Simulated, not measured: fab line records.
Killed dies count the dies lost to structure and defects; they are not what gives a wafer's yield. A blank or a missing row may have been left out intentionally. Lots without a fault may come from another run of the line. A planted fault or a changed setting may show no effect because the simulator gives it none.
Which tool is to blame? | flow gf180mcu | 42 wafers from 14 lots sampled at 4 of the route's 602 steps

## WHAT THE GAUGES READ, wafer by wafer
GF_MVSD_TW_MEAS_11. Usual: MVSD_TW gives 1565 (standard deviation 15).
lot  | measured     | on            | MVSD_TW        | flag
L962 | day 4 14:41  | film_metro-02 | 1579 1582 1586 |
L963 | day 4 20:10  | film_metro-04 | 1548 1537 1543 |
L964 | day 5 02:41  | film_metro-04 | 1554 1548 1544 |
L969 | day 6 06:10  | film_metro-02 | 1577 1580 1582 |
L972 | day 6 23:50  | film_metro-04 | 1543 1547 1556 |
L973 | day 7 05:02  | film_metro-02 | 1580 1579 1576 |
L974 | day 7 11:47  | film_metro-01 | 1566 1564 1563 |
L975 | day 7 16:32  | film_metro-01 | 1557 1554 1554 |
L976 | day 7 22:23  | film_metro-02 | 1580 1591 1584 |
L979 | day 8 16:20  | film_metro-04 | 1550 1542 1552 |
L982 | day 9 07:52  | film_metro-01 | 1559 1557 1554 |
L983 | day 9 13:58  | film_metro-04 | 1559 1552 1547 |
L984 | day 9 19:38  | film_metro-04 | 1557 1549 1559 |
L985 | day 10 00:16 | film_metro-04 | 1555 1554 1549 |

GF_DUAL_GATE_OVL_MEAS_11. Usual: DUAL_GATE_OVL gives -0.4 nm (standard deviation 1.2).
lot  | measured     | on         | DUAL_GATE_OVL (nm) | flag
L962 | day 8 16:21  | overlay-01 | 0.0 0.1 0.0        |
L963 | day 8 20:50  | overlay-02 | 0.1 -1.5 0.3       |
L964 | day 9 06:14  | overlay-02 | -2.1 -3.0 -1.1     |
L969 | day 10 12:53 | overlay-02 | -1.6 1.3 -2.0      |
L972 | day 11 12:37 | overlay-01 | 0.6 1.7 0.5        |
L973 | day 11 17:56 | overlay-02 | 0.0 -0.1 -0.4      |
L974 | day 12 02:35 | overlay-01 | 1.2 -0.2 -0.1      |
L975 | day 12 08:23 | overlay-01 | -0.6 -0.6 0.2      |
L976 | day 12 16:08 | overlay-02 | 1.9 0.7 -0.2       |
L979 | day 13 11:06 | overlay-01 | -1.4 -1.0 -0.7     |
L982 | day 14 05:50 | overlay-02 | -0.7 0.0 -1.2      |
L983 | day 14 15:18 | overlay-02 | -0.4 -0.6 -2.1     |
L984 | day 14 18:41 | overlay-02 | -0.1 1.3 -1.3      |
L985 | day 15 00:31 | overlay-01 | -0.2 -2.0 -0.9     |

GF_POLY_GATE_THK_MEAS_01. Usual: POLY_GATE_CVD_00_THK gives 199.4 nm (standard deviation 1.7).
lot  | measured     | on            | POLY_GATE_CVD_00_THK (nm) | flag
L962 | day 8 19:31  | film_metro-03 | 196.8 200.2 199.9         |
L963 | day 9 00:12  | film_metro-03 | 199.8 200.1 200.3         |
L964 | day 9 09:23  | film_metro-02 | 196.0 197.0 196.8         |
L969 | day 10 16:03 | film_metro-02 | 197.7 199.1 198.8         |
L972 | day 11 20:54 | film_metro-03 | 201.1 202.7 202.8         |
L973 | day 11 22:01 | film_metro-02 | 198.8 199.2 199.0         |
L974 | day 12 05:45 | film_metro-03 | 200.1 200.0 199.6         |
L975 | day 12 12:16 | film_metro-03 | 197.9 199.6 198.0         |
L976 | day 12 20:27 | film_metro-04 | 199.0 200.6 200.0         |
L979 | day 13 17:47 | film_metro-03 | 199.9 200.3 200.3         |
L982 | day 14 09:00 | film_metro-03 | 201.0 202.4 202.2         |
L983 | day 14 18:29 | film_metro-03 | 195.9 195.9 195.5         |
L984 | day 14 22:24 | film_metro-04 | 199.4 201.2 200.3         |
L985 | day 15 03:41 | film_metro-04 | 200.8 200.5 200.2         |

## WHAT TOOL EACH LOT RAN ON (gives the tool, then ch and the chambers of the sampled wafers, and finally the start)
lot  | GF_VT_IMPLANT_SOFTBAKE_14
L962 | litho_track-04 ch 0, day 6 03:46
L963 | litho_track-02 ch 0, day 6 09:14
L964 | litho_track-04 ch 0, day 6 17:10
L969 | litho_track-04 ch 0, day 7 21:41
L972 | litho_track-02 ch 0, day 8 17:58
L973 | litho_track-02 ch 0, day 8 22:21
L974 | litho_track-01 ch 0, day 9 05:17
L975 | litho_track-01 ch 0, day 9 10:11
L976 | litho_track-04 ch 0, day 9 17:23
L979 | litho_track-04 ch 0, day 10 12:56
L982 | litho_track-01 ch 0, day 11 05:41
L983 | litho_track-01 ch 0, day 11 12:25
L984 | litho_track-01 ch 0, day 11 17:23
L985 | litho_track-02 ch 0, day 11 22:37
- GF_VT_IMPLANT_SOFTBAKE_14: time 60 s.

## AS READ BY THE TOOLS THEMSELVES (means over the sampled wafers that have a number; for cases with no such wafer, the mark the record gives instead)
GF_VT_IMPLANT_SOFTBAKE_14. Usual: chill_plate_temp_C 23.00 C, standard deviation 0.11; run_length_s 89.11 s, standard deviation 0.23.
lot  | tool           | chill_plate_temp_C (C) | run_length_s (s) | flag
L962 | litho_track-04 | 23.05                  | 89.43            |
L963 | litho_track-02 | 23.05                  | 89.13            |
L964 | litho_track-04 | 23.02                  | 89.41            |
L969 | litho_track-04 | 23.11                  | 89.42            |
L972 | litho_track-02 | 23.02                  | 101.11           | OFF
L973 | litho_track-02 | 23.00                  | 100.95           | OFF
L974 | litho_track-01 | 22.87                  | 88.86            |
L975 | litho_track-01 | 22.97                  | 88.87            |
L976 | litho_track-04 | 22.94                  | 89.47            |
L979 | litho_track-04 | 23.07                  | 89.40            |
L982 | litho_track-01 | 23.01                  | 88.98            |
L983 | litho_track-01 | 22.97                  | 89.02            |
L984 | litho_track-01 | 23.03                  | 88.87            |
L985 | litho_track-02 | 22.95                  | 89.02            |

## THE ANSWER, worked out from the rows above alone
Rule: lot off if the mean of its wafers having a number is beyond 3 standard deviations from the usual mean. A lot without any number at a reading at which 4 lots or more have one is off too. Where the step has rows for the other lots, those lots are counted as sound. Order of review: gauges by route order, followed by the tools' own readings, for which a lot's mean as printed above is used. At the first step where some lot is off, the reading lying furthest off is the one used; lots without a number count as furthest.
Off: L972, L973, at GF_VT_IMPLANT_SOFTBAKE_14 (run_length_s).
A tool fits if, at that step or a process step before it, it ran every lot that is off, and no sound lot after the first of them. No candidate that was tried fits.

## WHAT WAS PUT IN BY THE SIMULATOR
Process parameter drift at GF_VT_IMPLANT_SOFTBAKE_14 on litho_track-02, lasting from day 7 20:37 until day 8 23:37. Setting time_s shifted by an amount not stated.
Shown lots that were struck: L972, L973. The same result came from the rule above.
